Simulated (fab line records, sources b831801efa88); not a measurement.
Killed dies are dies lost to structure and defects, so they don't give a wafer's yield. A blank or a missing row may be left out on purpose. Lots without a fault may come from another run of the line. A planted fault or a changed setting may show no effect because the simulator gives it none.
Problem report in the 8D (eight disciplines) form, filled by code | flow sky130 | the parts of the form that need people (team, actions taken, sign-off) are left out

1. THE PROBLEM
killed_at_M4_up at SKY_PAD_OPEN_PROBE_99 reads a mean of 53.5 on 2 wafers of 2 lots; wafers without a fault read 3.2 with a standard deviation of 1.9. That is +26 standard deviations from the usual mean.
First seen on wafer L167.6, day 50 08:24, on prober-01. The record holds 36 wafers of 12 lots with a number at this step. Rule for "out", or "out of limits": more than 4 standard deviations from the usual mean. The other wafers with a number count as sound.

2. WHAT IT IS AND WHAT IT IS NOT
question                    | is                                                                                                    | is not
which readings at this step | killed_at_M4_up, defect_limited_yield, killed_dies, sort_bin_3_pad_short, sort_n_pass, sort_yield_pct | killed_at_M0_to_M3, killed_at_contacts, killed_at_front_end, killed_at_other, killed_open, killed_short, sort_bin_6_memory
which lots                  | L167, L168                                                                                            | L150, L152, L156, L157, L158, L159, L160, L161, L162, L163
which wafers of those lots  | L167.6, L168.2                                                                                        | L167.2, L167.4, L168.1, L168.4
read on which tools         | prober-01, prober-02                                                                                  | -
when                        | from day 50 08:24                                                                                     | up to then (32 sound wafers); but 2 sound wafers of L168 came after

3. SUSPECTS, AND WHAT RULES EACH OUT
Counting: a tool at a process step up to the reading stays a suspect if it ran every lot that is out. Sound lots after the first of them don't rule it out here, since some wafers of a struck lot are sound.
- plasma_asher-01 at SKY_VIA4_STRIP_13 (strips in O2/N2): kept. It ran every lot that is out, first L167 (day 47 19:05); its last sound lot up to then is L163 (day 46 20:08).
- Within plasma_asher-01 at SKY_VIA4_STRIP_13: the wafers that are out ran in chamber 0; their sound lot-mates ran in chamber 1.
Left after counting: plasma_asher-01 at SKY_VIA4_STRIP_13.

4. THE CAUSE (what the simulator had put in)
Chamber particle source: plasma_asher-01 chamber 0, from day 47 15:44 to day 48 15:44, at SKY_VIA4_STRIP_13. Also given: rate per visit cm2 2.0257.
Counting left only this tool.

5. THE CHAIN OF EFFECTS, in route order
Each row: a reading whose mean over the struck wafers that have a number lies more than 3 standard deviations from the usual. Only readings for which the record gives a usual standard deviation are gone through. hours: the time from each lot's start at the first step in this table that gives one to its start at this step, as a median over the lots. sigmas: the change in usual standard deviations.
hours | step                  | reading              | usual  | on struck wafers | change | sigmas
0     | SKY_PAD_OPEN_PROBE_99 | defect_limited_yield | 82.4 % | 72.9             | -9.5   | -5.0
0     | SKY_PAD_OPEN_PROBE_99 | killed_at_M4_up      | 3.2    | 53.5             | +50.3  | +26
0     | SKY_PAD_OPEN_PROBE_99 | killed_dies          | 86     | 134              | +48    | +5.2
0     | SKY_PAD_OPEN_PROBE_99 | killed_on_rim        | 17     | 30               | +12    | +3.3
0     | SKY_PAD_OPEN_PROBE_99 | sort_bin_3_pad_short | 0.9 %  | 5.3              | +4.4   | +10
0     | SKY_PAD_OPEN_PROBE_99 | sort_bin_5_function  | 10.4 % | 15.9             | +5.5   | +4.2
0     | SKY_PAD_OPEN_PROBE_99 | sort_n_pass          | 406    | 358              | -48    | -5.2
0     | SKY_PAD_OPEN_PROBE_99 | sort_yield_pct       | 82.4 % | 72.9             | -9.5   | -5.0
The process steps in it:
- SKY_PAD_OPEN_PROBE_99

6. WHAT WOULD HAVE CAUGHT IT SOONER
In this record the first reading out of limits was taken at day 50 08:24, 65 hours after the fault began at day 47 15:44.
Of the tool readings at SKY_VIA4_STRIP_13 for which the record gives a usual standard deviation, none was out on any struck wafer, so an alarm limit of 4 standard deviations on them would not have fired.
All the lots that are out (2) had begun SKY_VIA4_STRIP_13 on plasma_asher-01 by day 50 08:24. A hold on the tool at that time would have spared none of them.
